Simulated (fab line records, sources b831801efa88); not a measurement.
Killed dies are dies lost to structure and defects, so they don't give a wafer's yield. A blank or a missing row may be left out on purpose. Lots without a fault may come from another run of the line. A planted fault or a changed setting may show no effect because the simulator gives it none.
A struck lot beside a sound one | flow sky130 | 14 steps out of a route of 708
Sound: wafers L563.2, L563.3, L563.4. Struck: wafers L576.2, L576.4, L576.6. The cause comes at the end.
At each step with rows: each side's tool, then ch and its chambers, then its first start. Under that, the readings that differ: sound wafers | struck wafers | difference of the means | sigmas: that difference in standard deviations of wafers without a fault.
alike: readings whose means differ by less than 2 such deviations, and words and numbers that are the same on both sides. not compared: withheld readings, readings that some wafer has no value for, bounds like >300 that may hide the same value, and numbers for which the record gives no deviation and whose values overlap.
The two part at a step that has a row with sigmas, a row that says differs or no value, or rows on one side only. Numbers that don't overlap but have no deviation are shown without sigmas and don't part them. A reading that every wafer of one side lacks parts them only if that side has two wafers or more.

first, 5 steps without rows for these wafers: SKY_SD_N_COAT_02 (resist thk 1140 nm); SKY_SD_N_SOFTBAKE_03 (time 60 s); SKY_SD_N_EXPOSE_04 (exposes mask NSDM, target cd 380 nm); SKY_SD_N_PEB_05; SKY_SD_N_DEVELOP_06 (develop time 60 s).
SKY_SD_N_CD_MEAS_07: target cd 380 nm.
  sound on cd_sem-01, day 28 13:43; struck on cd_sem-01, day 32 12:11
  alike: cd_nm
SKY_SD_N_OVL_MEAS_08:
  sound on overlay-02, day 28 13:50; struck on overlay-02, day 32 12:17
  alike: SD_N_OVL
then, 2 steps without rows for these wafers: SKY_SD_N_IMPLANT_09; SKY_SD_N_IMPLANT_10.
SKY_SD_N_STRIP_11: strips in O2/N2.
  sound on plasma_asher-02 ch 0,1, day 28 14:10; struck on plasma_asher-01 ch 0,1, day 32 12:37
  alike: drypump_motor_current_A, oes_product_au, strip_time_to_endpoint_s
  not compared: rf_hours_counter_h
SKY_SD_N_TW_MEAS_12:
  sound on film_metro-03, day 28 14:16; struck on film_metro-03, day 32 12:44
  alike: SD_N_TW
then, 1 step without rows for these wafers: SKY_SD_N_CLEAN_13 (cleans in SC1/SC2, time 150 s).
SKY_SD_N_RTA_14: time 2 s.
  sound on rtp_anneal-02 ch 0, day 28 14:23; struck on rtp_anneal-02 ch 0, day 32 12:51
  reading           | sound                | struck               | difference | sigmas
  ramp_down_c_per_s | 89.992 89.990 89.989 | 36.013 36.002 35.994 | -53.987    | -99 or more
  alike: chamber_o2_ppm, lamp_power_pct, wafer_temp_C_max
-- the record jumps here: 17 days lie between the struck wafers' starts before and after (it left off in module SD_N and takes up again in module PAD_OPEN, whose first step shown is number 708 of the route) --
SKY_PAD_OPEN_PROBE_99:
  sound on prober-02, day 46 04:35; struck on prober-02, day 49 05:46
  reading                              | sound             | struck            | difference | sigmas
  model.etest.res_xhigh_po.line_ohm_um | 5413 5779 5648    | 5059 5204 5335    | -414       |
  model.etest.res_xhigh_po.rs_ohm_sq   | 1906 1979 2009    | 1774 1862 1848    | -137       |
  model.etest.res_pdiff.line_ohm_um    | 1367 1386 1392    | 1329 1312 1320    | -61        |
  model.etest.res_high_po.line_ohm_um  | 730.3 750.6 753.6 | 689.7 703.7 715.9 | -41.7      |
  model.etest.licon_high_po.rc_ohm     | 358.9 333.4 340.7 | 299.9 324.7 310.4 | -32.7      |
  model.etest.res_high_po.rs_ohm_sq    | 256.4 260.7 262.9 | 243.7 252.4 247   | -12.3      |
  model.etest.res_pdiff.rs_ohm_sq      | 197.9 194.9 196.6 | 187.1 186.7 187.5 | -9.4       |
  alike: killed_at_M0_to_M3, killed_at_M4_up, killed_at_contacts, killed_at_front_end, killed_at_other, killed_dies, killed_open, killed_short
  not compared: model.etest.licon_pdiff.rc_ohm

WHERE THEY PART
Only at SKY_SD_N_RTA_14, within this record. Later steps at which nothing parts them and some readings are alike: SKY_PAD_OPEN_PROBE_99.

WHY: what the simulator had put in
Process parameter drift: rtp_anneal-02, from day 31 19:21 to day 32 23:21, at SKY_SD_N_RTA_14. Setting ramp_down_c_per_s, moved by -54, from 90. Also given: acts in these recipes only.
